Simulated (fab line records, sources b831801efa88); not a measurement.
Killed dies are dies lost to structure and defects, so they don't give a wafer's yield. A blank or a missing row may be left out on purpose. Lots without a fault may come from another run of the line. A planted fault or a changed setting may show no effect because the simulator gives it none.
Tool commonality check | flow sky130 | 13 lots, 45 wafers sampled

WHY IT WAS OPENED
At SKY_VT_ADJUST_HVTR_CD_MEAS_07 the reading cd_nm is flagged on 2 of 13 lots. Wafers without a fault read 379.2 nm, standard deviation 2.7.
Rule: a lot is flagged when every wafer of it that has a number lies more than 4 standard deviations from that mean, or none has a number. The other lots count as sound.

lot  | measured     | on        | cd_nm (nm), wafer by wafer          | flag
L819 | day 9 05:00  | cd_sem-01 | 380.2 380.1 378.4                   |
L820 | day 9 15:59  | cd_sem-01 | 374.1 372.9 373.4                   |
L828 | day 12 18:08 | cd_sem-01 | 391.9 391.8 392.4 392.1 392.1 392.6 | FLAGGED
L831 | day 13 06:05 | cd_sem-01 | 394.6 394.4 395.7 394.8 394.9 395.5 | FLAGGED
L830 | day 13 07:15 | cd_sem-01 | 378.2 378.7 379.7                   |
L833 | day 13 16:45 | cd_sem-02 | 379.7 378.8 379.0                   |
L834 | day 14 03:09 | cd_sem-02 | 377.9 377.9 377.0                   |
L835 | day 14 11:35 | cd_sem-02 | 378.6 380.0 378.0                   |
L837 | day 14 21:01 | cd_sem-02 | 378.9 379.5 382.8                   |
L838 | day 15 12:00 | cd_sem-02 | 375.7 375.3 375.0                   |
L839 | day 15 17:49 | cd_sem-02 | 380.1 383.3 381.3                   |
L840 | day 16 00:50 | cd_sem-02 | 376.7 379.0 376.7                   |
L841 | day 16 06:12 | cd_sem-01 | 382.6 381.2 381.3                   |
The numbers of the flagged lots are 393.6 nm on average: +14.4 nm against the usual, or +5 standard deviations.

WHICH TOOL RAN EACH LOT
The record holds 2 process steps before the reading, out of a route of 708 steps. In each cell: the tool, then ch and the chambers that the sampled wafers went through, then the start.
lot  | flag    | SKY_FIELD_ISO_CMP_27         | SKY_VT_ADJUST_HVTR_DEVELOP_06
L819 |         | cmp-02 ch 1,2,3, day 2 08:10 | litho_track-04 ch 0, day 9 04:51
L820 |         | cmp-01 ch 1,2,3, day 2 14:01 | litho_track-03 ch 0, day 9 15:50
L828 | FLAGGED | cmp-01 ch 2,3, day 4 16:00   | litho_track-03 ch 0, day 12 17:59
L831 | FLAGGED | cmp-02 ch 1,2,3, day 5 02:04 | litho_track-03 ch 0, day 13 05:58
L830 |         | cmp-01 ch 0,1,3, day 5 01:55 | litho_track-04 ch 0, day 13 07:06
L833 |         | cmp-02 ch 0,1,3, day 5 09:56 | litho_track-02 ch 0, day 13 16:37
L834 |         | cmp-02 ch 0,1,2, day 5 16:59 | litho_track-04 ch 0, day 14 03:00
L835 |         | cmp-02 ch 1,2,3, day 5 23:33 | litho_track-02 ch 0, day 14 11:26
L837 |         | cmp-02 ch 0,1,3, day 6 07:16 | litho_track-02 ch 0, day 14 20:46
L838 |         | cmp-02 ch 1,2, day 6 15:26   | litho_track-04 ch 0, day 15 11:51
L839 |         | cmp-01 ch 1,2, day 6 21:01   | litho_track-03 ch 0, day 15 17:41
L840 |         | cmp-01 ch 0,2,3, day 7 00:35 | litho_track-02 ch 0, day 16 00:37
L841 |         | cmp-01 ch 0,2,3, day 7 06:14 | litho_track-03 ch 0, day 16 06:04
What these steps do:
- SKY_FIELD_ISO_CMP_27: polishes, stops on Si3N4, t overpolish 16 s, target thk 457.8 nm.
- SKY_VT_ADJUST_HVTR_DEVELOP_06: develop time 60 s.
- SKY_VT_ADJUST_HVTR_CD_MEAS_07: target cd 380 nm.

FLAGGED OVER TOTAL, TOOL BY TOOL (the gauges that took the reading come last)
step                          | tool           | lots run | flagged | share of the flagged lots | sound lots run after its first flagged lot
SKY_FIELD_ISO_CMP_27          | cmp-01         | 6        | 1       | some                      | 4 (L830,L839,L840,L841)
SKY_FIELD_ISO_CMP_27          | cmp-02         | 7        | 1       | some                      | 5 (L833,L834,L835,L837,L838)
SKY_VT_ADJUST_HVTR_DEVELOP_06 | litho_track-02 | 4        | 0       | none                      | -
SKY_VT_ADJUST_HVTR_DEVELOP_06 | litho_track-03 | 5        | 2       | all                       | 2 (L839,L841)
SKY_VT_ADJUST_HVTR_DEVELOP_06 | litho_track-04 | 4        | 0       | none                      | -
SKY_VT_ADJUST_HVTR_CD_MEAS_07 | cd_sem-01      | 6        | 2       | all                       | 2 (L830,L841)
SKY_VT_ADJUST_HVTR_CD_MEAS_07 | cd_sem-02      | 7        | 0       | none                      | -

WHAT THE TABLE ALLOWS
2 rows of the table ran every flagged lot: litho_track-03 at SKY_VT_ADJUST_HVTR_DEVELOP_06, cd_sem-01 at SKY_VT_ADJUST_HVTR_CD_MEAS_07.
- litho_track-03 at SKY_VT_ADJUST_HVTR_DEVELOP_06: 2 of its 5 lots flagged. Sound lots ran on it after the first flagged one (L839, L841), which a lasting fault on the whole tool wouldn't allow.
- cd_sem-01 at SKY_VT_ADJUST_HVTR_CD_MEAS_07: 2 of its 6 lots flagged. Sound lots ran on it after the first flagged one (L830, L841), which a lasting fault on the whole tool wouldn't allow.
No row of the table ran every flagged lot and no sound lot after the first.

WHAT THE SIMULATOR HAD PUT IN
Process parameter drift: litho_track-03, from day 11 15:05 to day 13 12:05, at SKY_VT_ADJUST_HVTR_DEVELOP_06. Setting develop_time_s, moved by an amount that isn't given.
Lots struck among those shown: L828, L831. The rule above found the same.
